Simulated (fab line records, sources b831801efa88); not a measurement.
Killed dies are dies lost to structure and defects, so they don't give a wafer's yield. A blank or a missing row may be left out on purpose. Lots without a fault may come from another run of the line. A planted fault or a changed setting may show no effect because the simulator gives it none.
fab line records | flow sky130
record lots=6 wafers=18 last_day=50
route steps=708 shown LOCAL_INTERCONNECT@398 CONTACT@406 PAD_OPEN@708
lots that met no fault: from a run of the same line without faults
start_h: hours from the record's first day to the start of the lot's first wafer shown | wait_h: hours since the lot's step before | " the same as in the row above | L1.1+2: a row that stands for several wafers | - no value, or no start given | * or withheld: withheld | < > ~ a bound
route shown NAME@n: a module of which the file shows steps, and the number in the route of the first | usual: mean/standard deviation of fault-free wafers | same: alike in all rows | chamber/n: place in a boat | sites: the reading at each site | _std_site: their standard deviation | _edge_site: outer sites' mean less inner sites' | radius_mm: how far each site lies from the wafer's centre | mask NAME#n: copy n | behind: the tool/chamber that last shaped the wafer | hold: why the lot was held/for how many hours/how that ended | device: the transistor (n, p or np) that didn't switch | end of line: the same wafers' tests at the end of the route | a step without rows: its recipe alone | killed: dies lost to structure and defects at the first sort, not the wafer's yield | map: a wafer's dies, x killed, . not, _ none there
set.NAME: the setting as run; set.NAME@STEP: as run at that earlier step | model.NAME: the simulator's own value behind a step, which no gauge read
lots at some steps of the route; a table a step, a row a wafer
services: from which hour (start_h, from the record's first day; less than 0 if before it) a tool's chamber was out of use, for how many hours, and why
## steps
# step SKY_LOCAL_INTERCONNECT_CD_MEAS_11
# recipe target_cd_nm=170
# usual cd_nm=170.1/1.6
# columns lot.wafer tool chamber start_h wait_h cd_nm
L455.1 cd_sem-01 - 704.15 - 171.2
L455.3 " - " " 170.6
L455.4 " - " " 170.8
L460.2 cd_sem-01 - 757.72 - 169.5
L460.4 " - " " 167.7
L460.6 " - " " 168.5
L466.1 cd_sem-02 - 801.51 - 168.4
L466.3 " - " " 170.2
L466.6 " - " " 170.3
L467.2 cd_sem-02 - 805.59 - 166.9
L467.4 " - " " 169.3
L467.5 " - " " 169.7
L469.2 cd_sem-01 - 821.87 - 171.4
L469.4 " - " " 171.3
L469.6 " - " " 172.9
L478.2 cd_sem-01 - 881.08 - 171.2
L478.4 " - " " 172.7
L478.6 " - " " 174.1
# step SKY_LOCAL_INTERCONNECT_OVL_MEAS_12
# usual LOCAL_INTERCONNECT_OVL=-2/5.1
# columns lot.wafer tool chamber start_h wait_h LOCAL_INTERCONNECT_OVL[nm]
L455.1 overlay-01 - 704.27 0.1 -7
L455.3 " - " " -6
L455.4 " - " " -10
L460.2 overlay-01 - 757.83 0.1 4
L460.4 " - " " 0
L460.6 " - " " 0
L466.1 overlay-02 - 801.63 0.1 4
L466.3 " - " " 3
L466.6 " - " " -9
L467.2 overlay-02 - 805.70 0.1 -5
L467.4 " - " " 1
L467.5 " - " " -8
L469.2 overlay-02 - 821.98 0.1 10
L469.4 " - " " 4
L469.6 " - " " 6
L478.2 overlay-02 - 881.18 0.1 -11
L478.4 " - " " -9
L478.6 " - " " -12
# step SKY_LOCAL_INTERCONNECT_ETCH_13
# recipe chemistry=N2/H2 target=BARC ion_energy_ev=200 bias_w=100 pressure_mtorr=30 n2_flow_sccm=100 h2_flow_sccm=200 icp_w=500 stop_on=SiO2 time_s=45.9 target_depth_a=600
# usual drypump_motor_current_A=6.3/0.39 he_backside_leak_sccm=3.3/0.41 oes_product_au=0.855/0.0047 throttle_valve_pct=13.226/0.0093
# columns lot.wafer tool chamber start_h wait_h drypump_motor_current_A he_backside_leak_sccm oes_product_au rf_hours_counter_h throttle_valve_pct
L455.1 rie_metal-01 0 704.31 0.0 6.2 3.7 0.850 2 13.227
L455.3 " 1 " " 5.9 3.4 0.854 - 13.222
L455.4 " 0 " " 6.3 3.5 0.855 - 13.221
L460.2 rie_metal-01 0 757.86 0.0 6.3 5.6 0.857 4 13.227
L460.4 " 0 " " 6.3 3.7 0.856 - 13.235
L460.6 " 1 " " 5.9 3.2 0.855 - 13.231
L466.1 rie_metal-03 0 801.66 0.0 5.7 3.6 0.845 2 13.225
L466.3 " 1 " " 6.8 3.6 0.850 - 13.226
L466.6 " 1 " " 6.8 3.5 0.859 - 13.227
L467.2 rie_metal-02 0 805.73 0.0 6.3 3.1 0.853 15 13.224
L467.4 " 1 " " 6.6 3.1 0.853 - 13.226
L467.5 " 1 " " 6.6 3.1 0.857 - 13.228
L469.2 rie_metal-03 0 822.01 0.0 5.7 3.6 0.849 3 13.227
L469.4 " 1 " " 6.8 3.3 0.856 - 13.224
L469.6 " 0 " " 5.7 3.7 0.853 - 13.208
L478.2 rie_metal-02 1 881.21 0.0 6.6 3.4 0.851 2 13.236
L478.4 " 1 " " 6.6 3.0 0.858 - 13.229
L478.6 " 1 " " 6.6 3.2 0.861 - 13.230
# step SKY_LOCAL_INTERCONNECT_METAL_ETCH_14
# recipe target_depth_nm=110 stop_on=PSG chemistry=Cl2/BCl3 target=TiN resist_sidewall_deg=88 pressure_mtorr=10 icp_w=900 bias_w=48.5 Cl2_flow_sccm=60 bcl3_flow_sccm=30 time_s=31.4
# usual drypump_motor_current_A=6.3/0.38 he_backside_leak_sccm=3.4/0.41 oes_product_au=0.943/0.0071 throttle_valve_pct=21.899/0.0094
# columns lot.wafer tool chamber start_h wait_h drypump_motor_current_A he_backside_leak_sccm oes_product_au rf_hours_counter_h throttle_valve_pct
L455.1 rie_metal-01 0 704.37 0.0 6.2 3.8 0.953 3 21.884
L455.3 " 1 " " 5.9 3.1 0.938 - 21.915
L455.4 " 0 " " 6.3 3.7 0.947 - 21.887
L460.2 rie_metal-01 0 757.92 0.0 6.2 3.9 0.921 4 21.898
L460.4 " 0 " " 6.3 3.6 0.933 - 21.902
L460.6 " 1 " " 5.9 3.2 0.932 - 21.905
L466.1 rie_metal-03 0 801.72 0.0 5.7 3.5 0.946 2 21.907
L466.3 " 1 " " 6.7 3.3 0.938 - 21.900
L466.6 " 1 " " 6.8 3.5 0.942 - 21.902
L467.2 rie_metal-02 0 805.79 0.0 6.2 3.2 0.941 15 21.895
L467.4 " 1 " " 6.5 3.2 0.954 - 21.906
L467.5 " 1 " " 6.6 3.1 0.931 - 21.904
L469.2 rie_metal-03 0 822.07 0.0 5.7 3.6 0.947 3 21.908
L469.4 " 1 " " 6.8 3.7 0.939 - 21.898
L469.6 " 0 " " 5.7 3.6 0.939 - 21.915
L478.2 rie_metal-02 1 881.28 0.0 6.6 3.1 0.953 2 21.892
L478.4 " 1 " " 6.6 3.2 0.941 - 21.899
L478.6 " 1 " " 6.6 2.9 0.940 - 21.904
# step SKY_LOCAL_INTERCONNECT_STRIP_15
# recipe chemistry=O2/N2 power_w=1400 pressure_mtorr=1500 platen_temp_c=withheld o2_flow_sccm=3000 n2_flow_sccm=300 overash_fraction=0.5
# usual drypump_motor_current_A=5.4/0.34 oes_product_au=0.427/0.0043 strip_time_to_endpoint_s=4.724/0.02
# columns lot.wafer tool chamber start_h wait_h drypump_motor_current_A oes_product_au rf_hours_counter_h strip_time_to_endpoint_s
L455.1 plasma_asher-01 0 704.42 0.0 5.2 0.420 28 4.717
L455.3 " 0 " " 5.2 0.426 - 4.717
L455.4 " 1 " " 5.5 0.422 - 4.737
L460.2 plasma_asher-04 1 757.97 0.0 5.8 0.426 62 4.722
L460.4 " 1 " " 5.8 0.433 - 4.739
L460.6 " 1 " " 5.8 0.430 - 4.761
L466.1 plasma_asher-02 0 801.78 0.0 4.9 0.419 99 4.731
L466.3 " 0 " " 4.9 0.419 - 4.743
L466.6 " 0 " " 4.9 0.423 - 4.740
L467.2 plasma_asher-02 0 805.84 0.0 4.9 0.431 99 4.717
L467.4 " 0 " " 4.9 0.427 - 4.738
L467.5 " 0 " " 4.9 0.429 - 4.733
L469.2 plasma_asher-04 0 822.12 0.0 5.6 0.427 69 4.713
L469.4 " 1 " " 5.8 0.427 - 4.729
L469.6 " 0 " " 5.6 0.430 - 4.747
L478.2 plasma_asher-02 1 881.33 0.0 5.6 0.430 107 4.677
L478.4 " 1 " " 5.6 0.428 - 4.700
L478.6 " 1 " " 5.6 0.425 - 4.696
# step SKY_LOCAL_INTERCONNECT_STRIP_16
# recipe chemistry=post_etch_residue_remover time_s=1200 temp_c=72.5
# step SKY_LOCAL_INTERCONNECT_CLEAN_17
# recipe chemistry=IPA time_s=180 temp_c=25
# step SKY_LOCAL_INTERCONNECT_CLEAN_18
# recipe chemistry=O3/DIW dry=n2_spin
# step SKY_CONTACT_CVD_00
# recipe material=Si3N4 target_thk_nm=75 temp_c=400 time_s=withheld rf_w=450
# usual heater_power_w=709/120
# columns lot.wafer tool chamber start_h wait_h heater_power_w
L455.1 pecvd-02 0 705.02 0.0 659
L455.3 " 2 " " 701
L455.4 " 0 " " 662
L460.2 pecvd-04 1 758.57 0.0 742
L460.4 " 0 " " 761
L460.6 " 2 " " 643
L466.1 pecvd-01 0 802.41 0.0 1031
L466.3 " 2 " " 680
L466.6 " 1 " " 587
L467.2 pecvd-04 2 806.47 0.0 658
L467.4 " 2 " " 634
L467.5 " 1 " " 694
L469.2 pecvd-02 2 822.73 0.0 650
L469.4 " 2 " " 664
L469.6 " 2 " " 657
L478.2 pecvd-01 2 882.33 0.0 665
L478.4 " 2 " " 663
L478.6 " 0 " " 1007
# step SKY_CONTACT_THK_MEAS_01
# recipe reads=Si3N4_of_CONTACT_CVD_00
# usual CONTACT_CVD_00_THK=75.3/0.97
# columns lot.wafer tool chamber start_h wait_h CONTACT_CVD_00_THK[nm]
L455.1 film_metro-01 - 705.05 - 75.2
L455.3 " - " " 74.9
L455.4 " - " " 74.9
L460.2 film_metro-04 - 758.61 - 75.8
L460.4 " - " " 76.5
L460.6 " - " " 76.1
L466.1 film_metro-04 - 802.45 - 75.7
L466.3 " - " " 76.0
L466.6 " - " " 75.4
L467.2 film_metro-04 - 806.52 - 73.5
L467.4 " - " " 75.0
L467.5 " - " " 75.5
L469.2 film_metro-02 - 822.82 - 74.6
L469.4 " - " " 74.6
L469.6 " - " " 74.5
L478.2 film_metro-04 - 882.37 - 75.7
L478.4 " - " " 76.6
L478.6 " - " " 75.7
# step SKY_CONTACT_HDPCVD_02
# recipe material=SiO2 target_thk_nm=565 sigma_open_frac=0.3 time_s=94.2 temp_c=600 sih4_flow_sccm=60 pressure_mtorr=6
# step SKY_CONTACT_THK_MEAS_03
# recipe reads=SiO2_of_CONTACT_HDPCVD_02
# usual CONTACT_HDPCVD_THK=563/5
# columns lot.wafer tool chamber start_h wait_h CONTACT_HDPCVD_THK[nm]
L455.1 film_metro-04 - 705.18 0.0 559
L455.3 " - " " 549
L455.4 " - " " 557
L460.2 film_metro-01 - 758.74 0.0 561
L460.4 " - " " 569
L460.6 " - " " 563
L466.1 film_metro-02 - 802.57 0.0 562
L466.3 " - " " 569
L466.6 " - " " 568
L467.2 film_metro-04 - 806.65 0.0 560
L467.4 " - " " 566
L467.5 " - " " 558
L469.2 film_metro-01 - 822.95 0.0 575
L469.4 " - " " 578
L469.6 " - " " 563
L478.2 film_metro-01 - 882.50 0.0 566
L478.4 " - " " 569
L478.6 " - " " 568
# step SKY_CONTACT_CMP_04
# recipe material=SiO2 down_force_psi=4 platen_rpm=60 pad_velocity_m_s=0.94248
# usual head_pressure_psi=4.000/0.0095 motor_current_A=12.1/1.3 retaining_ring_pressure_frac=1.000/0.0061 time_to_endpoint_s=81/4
# columns lot.wafer tool chamber start_h wait_h head_pressure_psi motor_current_A retaining_ring_pressure_frac time_to_endpoint_s
L455.3 cmp-02 2 705.24 0.0 4.021 12.8 1.003 74
L455.1 " 0 " " 4.000 10.6 1.005 79
L455.4 " 1 " " 3.980 11.7 1.001 76
L460.2 cmp-01 1 758.84 0.1 3.996 14.2 0.992 74
L460.4 " 2 " " 3.990 11.5 0.993 84
L460.6 " 0 " " 3.998 11.0 0.995 84
L466.1 cmp-01 0 802.68 0.1 3.567 10.1 1.008 89
L466.3 " 1 " " 3.574 13.0 0.998 88
L466.6 " 3 " " 3.590 10.6 0.993 95
L467.4 cmp-01 0 806.70 0.0 3.564 10.4 1.003 92
L467.2 " 1 " " 3.582 14.3 1.003 87
L467.5 " 1 " " 3.580 13.3 0.999 86
L469.2 cmp-02 3 823.00 0.0 3.995 12.9 1.005 88
L469.4 " 0 " " 4.003 10.8 0.997 91
L469.6 " 0 " " 3.991 11.1 1.002 84
L478.4 cmp-02 1 882.60 0.1 3.994 12.6 1.005 85
L478.2 " 3 " " 3.997 13.5 0.992 83
L478.6 " 1 " " 4.004 11.4 1.005 81
# step SKY_CONTACT_BOW_MEAS_05
# recipe mode=bow
# usual CONTACT_BOW=81/6.9
# columns lot.wafer tool chamber start_h wait_h CONTACT_BOW[um]
L455.1 film_metro-04 - 705.54 0.1 87
L455.3 " - " " 86
L455.4 " - " " 90
L460.2 film_metro-04 - 759.11 0.2 81
L460.4 " - " " 73
L460.6 " - " " 90
L466.1 film_metro-02 - 802.93 0.2 96
L466.3 " - " " 85
L466.6 " - " " 88
L467.2 film_metro-04 - 807.02 0.2 78
L467.4 " - " " 69
L467.5 " - " " 87
L469.2 film_metro-01 - 823.32 0.3 83
L469.4 " - " " 82
L469.6 " - " " 76
L478.2 film_metro-04 - 882.87 0.1 80
L478.4 " - " " 78
L478.6 " - " " 72
# step SKY_PAD_OPEN_PROBE_99
# usual killed_at_M0_to_M3=42/7.1 killed_at_M4_up=3.3/1.9 killed_at_contacts=24/5 killed_at_front_end=15/4.7 killed_at_other=0.3/0.61 killed_dies=86/9.6 killed_open=47/7.5 killed_short=38/6.6
# same gross_dies=492 killed_at_back_side=0
# columns lot.wafer tool chamber start_h wait_h killed_at_M0_to_M3 killed_at_M4_up killed_at_contacts killed_at_front_end killed_at_other killed_dies killed_open killed_short
L455.1 prober-02 - 1071.49 0.1 42 5 26 26 0 99 52 45
L455.3 prober-02 - 1071.59 0.2 40 3 21 15 0 79 42 37
L455.4 prober-02 - 1071.64 0.2 37 3 20 18 1 79 41 38
L460.2 prober-01 - 1115.09 0.1 50 4 16 8 0 78 50 28
L460.4 prober-01 - 1115.19 0.2 61 2 19 13 1 96 56 40
L460.6 prober-01 - 1115.29 0.2 41 3 33 10 0 87 46 41
L466.1 prober-01 - 1149.09 0.1 55 4 14 18 0 91 42 49
L466.3 prober-01 - 1149.19 0.2 40 3 28 13 0 84 39 45
L466.6 prober-01 - 1149.34 0.2 51 3 16 10 0 80 47 33
L467.5 prober-02 - 1151.22 0.2 34 7 21 8 1 71 35 36
L469.2 prober-02 - 1162.62 0.1 49 3 30 16 0 98 54 44
L469.4 prober-02 - 1162.72 0.2 63 4 27 11 0 105 60 43
L469.6 prober-02 - 1162.82 0.2 43 3 26 12 0 84 53 31
L478.2 prober-01 - 1200.80 0.1 47 2 17 23 1 90 53 36
L478.4 prober-01 - 1200.90 0.2 51 3 20 13 0 87 43 44
L478.6 prober-01 - 1201.00 0.2 44 0 27 18 0 89 57 32
# killed by level:class
L455.1 VIA1:geometric_particle:open=13 CONTACT:geometric_particle:open=11 FIELD_ISO:geometric_particle:short=8 METAL1:geometric_particle:short=8 LI_CONTACT:geometric_particle:open=7 FIELD_ISO:geometric_particle:open=6 METAL4:geometric_particle:short=5 METAL2:geometric_particle:short=5
L455.3 VIA1:geometric_particle:short=10 CONTACT:geometric_particle:open=9 LI_CONTACT:geometric_particle:open=7 VIA1:geometric_particle:open=7 METAL1:geometric_particle:short=5 FIELD_ISO:geometric_particle:open=4 FIELD_ISO:geometric_particle:short=4 VIA3:geometric_particle:open=4
L455.4 VIA1:geometric_particle:open=8 FIELD_ISO:geometric_particle:short=7 CONTACT:geometric_particle:open=7 VIA3:geometric_particle:open=7 VIA1:geometric_particle:short=6 METAL2:geometric_particle:short=6 FIELD_ISO:geometric_particle:open=5 LI_CONTACT:geometric_particle:open=4
L460.2 VIA2:geometric_particle:open=10 VIA1:geometric_particle:open=10 CONTACT:geometric_particle:open=8 VIA3:geometric_particle:open=8 VIA2:geometric_particle:short=5 METAL1:geometric_particle:short=4 METAL3:geometric_particle:short=4 LI_CONTACT:geometric_particle:open=3
L460.4 VIA1:geometric_particle:open=15 VIA2:geometric_particle:open=10 CONTACT:geometric_particle:open=9 VIA3:geometric_particle:open=9 METAL2:geometric_particle:short=6 METAL1:geometric_particle:short=5 VIA1:geometric_particle:short=5 LOCAL_INTERCONNECT:geometric_particle:short=4
L460.6 CONTACT:geometric_particle:open=14 VIA1:geometric_particle:open=9 VIA2:geometric_particle:open=7 METAL3:geometric_particle:short=7 LI_CONTACT:geometric_particle:open=6 CONTACT:geometric_particle:short=6 LOCAL_INTERCONNECT:geometric_particle:short=4 METAL1:geometric_particle:open=4
L466.1 VIA2:geometric_particle:open=13 VIA1:geometric_particle:short=8 METAL2:geometric_particle:short=8 METAL1:geometric_particle:short=5 VIA1:geometric_particle:open=5 FIELD_ISO:geometric_particle:short=4 SPACER:geometric_particle:open=4 LOCAL_INTERCONNECT:geometric_particle:short=4
L466.3 CONTACT:geometric_particle:short=9 CONTACT:geometric_particle:open=8 VIA1:geometric_particle:open=8 METAL2:geometric_particle:short=7 METAL1:geometric_particle:short=6 VIA2:geometric_particle:open=5 LI_CONTACT:geometric_particle:short=4 LI_CONTACT:geometric_particle:open=4
L466.6 VIA1:geometric_particle:open=15 VIA2:geometric_particle:open=7 CONTACT:geometric_particle:open=6 METAL2:geometric_particle:short=6 VIA3:geometric_particle:open=5 LI_CONTACT:geometric_particle:open=4 CONTACT:geometric_particle:short=4 VIA1:geometric_particle:short=4
L467.5 CONTACT:geometric_particle:open=10 VIA2:geometric_particle:open=8 CONTACT:geometric_particle:short=7 VIA1:geometric_particle:open=7 METAL4:geometric_particle:short=6 VIA1:geometric_particle:short=5 VIA3:geometric_particle:open=4 FIELD_ISO:geometric_particle:short=3
L469.2 VIA1:geometric_particle:open=11 VIA3:geometric_particle:open=10 CONTACT:geometric_particle:open=8 LI_CONTACT:geometric_particle:open=7 LI_CONTACT:geometric_particle:short=6 METAL2:geometric_particle:short=6 VIA2:geometric_particle:open=6 VIA2:geometric_particle:short=6
L469.4 VIA1:geometric_particle:open=20 LI_CONTACT:geometric_particle:open=8 VIA2:geometric_particle:open=8 CONTACT:geometric_particle:open=8 VIA2:geometric_particle:short=6 FIELD_ISO:geometric_particle:open=5 LOCAL_INTERCONNECT:geometric_particle:short=5 METAL2:geometric_particle:short=5
L469.6 VIA1:geometric_particle:open=13 LI_CONTACT:geometric_particle:open=10 VIA3:geometric_particle:open=9 CONTACT:geometric_particle:open=7 METAL2:geometric_particle:short=6 FIELD_ISO:geometric_particle:open=5 LOCAL_INTERCONNECT:geometric_particle:short=5 METAL1:geometric_particle:short=4
L478.2 VIA1:geometric_particle:open=18 CONTACT:geometric_particle:open=9 VIA3:geometric_particle:open=8 POLY_GATE:geometric_particle:short=7 FIELD_ISO:geometric_particle:short=6 FIELD_ISO:geometric_particle:open=5 POLY_GATE:geometric_particle:open=4 CONTACT:geometric_particle:short=4
L478.4 METAL1:geometric_particle:short=10 CONTACT:geometric_particle:open=8 VIA1:geometric_particle:open=8 METAL2:geometric_particle:short=6 VIA3:geometric_particle:open=6 POLY_GATE:geometric_particle:open=5 LI_CONTACT:geometric_particle:open=5 VIA1:geometric_particle:short=5
L478.6 VIA1:geometric_particle:open=12 CONTACT:geometric_particle:open=11 VIA3:geometric_particle:open=8 LI_CONTACT:geometric_particle:open=7 POLY_GATE:geometric_particle:open=6 VIA2:geometric_particle:open=5 CONTACT:geometric_particle:short=5 METAL2:geometric_particle:short=5
## services
# columns tool chamber start_h hours kind
rie_metal-03 1 683.77 - clean
rie_metal-03 1 683.77 14.2 scheduled_down
rie_metal-03 1 683.77 14.2 vent_cycle
pecvd-02 - 697.33 1.3 repair
plasma_asher-04 - 703.16 6.9 pm
rie_metal-03 0 718.69 - clean
rie_metal-03 0 718.69 20.7 scheduled_down
rie_metal-03 0 718.69 20.7 vent_cycle
rie_metal-01 1 735.95 - clean
rie_metal-01 1 735.95 17.9 scheduled_down
rie_metal-01 1 735.95 17.9 vent_cycle
cmp-01 - 744.11 4.0 pm
cmp-01 - 748.11 4.8 pm
cmp-02 - 754.37 5.1 repair
rie_metal-02 - 760.02 14.6 pm
cmp-02 - 780.18 1.8 repair
plasma_asher-01 - 795.86 19.7 repair
rie_metal-02 1 821.09 - clean
rie_metal-02 1 821.09 19.7 scheduled_down
rie_metal-02 1 821.09 19.7 vent_cycle
rie_metal-02 0 844.87 - clean
rie_metal-02 0 844.87 12.8 scheduled_down
cmp-01 - 864.45 6.7 pm
pecvd-02 1 878.91 5.1 repair
## key
first_sign step=SKY_CONTACT_CMP_04 reading=head_pressure_psi direction=down sigmas=44 usual=4.000 struck=3.576
effect step=SKY_CONTACT_CMP_04 reading=time_to_endpoint_s direction=up sigmas=2 usual=* struck=*
met_at SKY_CONTACT_CMP_04
struck_wafers L466.1,L466.3,L466.6,L467.2,L467.4,L467.5
tester_left_out L466,L467
onset_between 758.84 802.68
fault kind=process_parameter_drift tool=cmp-01 chamber=- onset_h=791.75 steps=SKY_CONTACT_CMP_04 channel=down_force_psi offset=-0.42771 shape=step end_h=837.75 acts_in=these_recipes_only stated=4
# tester_left_out: of these lots the tester's yield and bins aren't shown, on N5 and GAA mostly nor the transistor test; their killed dies are dies lost to structure and defects alone, not to doping, threshold or leakage, so they don't give the yield
